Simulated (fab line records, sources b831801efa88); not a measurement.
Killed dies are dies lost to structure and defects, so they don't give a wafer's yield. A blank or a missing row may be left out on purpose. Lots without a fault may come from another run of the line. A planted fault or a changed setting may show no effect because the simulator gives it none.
Chamber matching | flow sky130 | SKY_CONTACT_CVD_00 on pecvd-04: 3 sister chambers
The step deposits Si3N4, target thk 75 nm. 20 wafers are shown with their chamber, then 10 later ones without.

WAFERS WITH THEIR CHAMBER
wafer  | chamber | heater_power_w (W)
L076.1 | 1       | 765
L076.2 | 0       | 756
L076.3 | 2       | 662
L076.4 | 1       | 773
L076.5 | 0       | 757
L076.6 | 2       | 670
L079.1 | 0       | 795
L079.2 | 1       | 764
L079.3 | 2       | 700
L079.4 | 2       | 707
L079.5 | 0       | 790
L079.6 | 1       | 765
L089.2 | 1       | 748
L089.3 | 2       | 657
L089.6 | 1       | 742
L090.2 | 2       | 661
L090.3 | 0       | 786
L090.4 | 1       | 725
L091.3 | 1       | 723
L091.5 | 0       | 762

SIGNATURES (means of the wafers above)
reading        | chamber 0 | chamber 1 | chamber 2 | scatter within a chamber
heater_power_w | 774.33    | 750.62    | 676.17    | 19.6
Rule: a wafer's distance from a chamber is the root of the sum, over the readings, of the square of ((its reading less the chamber's mean) divided by the reading's scatter). The wafer belongs to the nearest chamber; if the next one is less than 2 further off, it can't be placed. The scatter: the root of (the sum of the squares of (reading less its chamber's mean) over the shown wafers, divided by (wafers less chambers)).

WAFERS WITHOUT THEIR CHAMBER
wafer  | heater_power_w (W)
L091.6 | 728
L093.3 | 810
L093.5 | 629
L093.6 | 632
L095.1 | 673
L095.2 | 663
L095.3 | 647
L097.2 | 687
L097.4 | 690
L097.6 | 712

WHICH CHAMBER EACH WENT THROUGH
wafer  | from the rows above          | in truth
L091.6 | can't be placed: 1 or 0 or 2 | 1
L093.3 | can't be placed: 0 or 1      | 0
L093.5 | 2                            | 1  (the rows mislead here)
L093.6 | 2                            | 2
L095.1 | 2                            | 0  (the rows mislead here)
L095.2 | 2                            | 2
L095.3 | 2                            | 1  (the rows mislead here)
L097.2 | 2                            | 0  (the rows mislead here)
L097.4 | 2                            | 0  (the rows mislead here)
L097.6 | can't be placed: 2 or 1 or 0 | 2
Placed correctly: 2 of 10. Can't be placed from these rows: 3 (the true chamber is among the candidates in 3). Placed wrongly: 5.
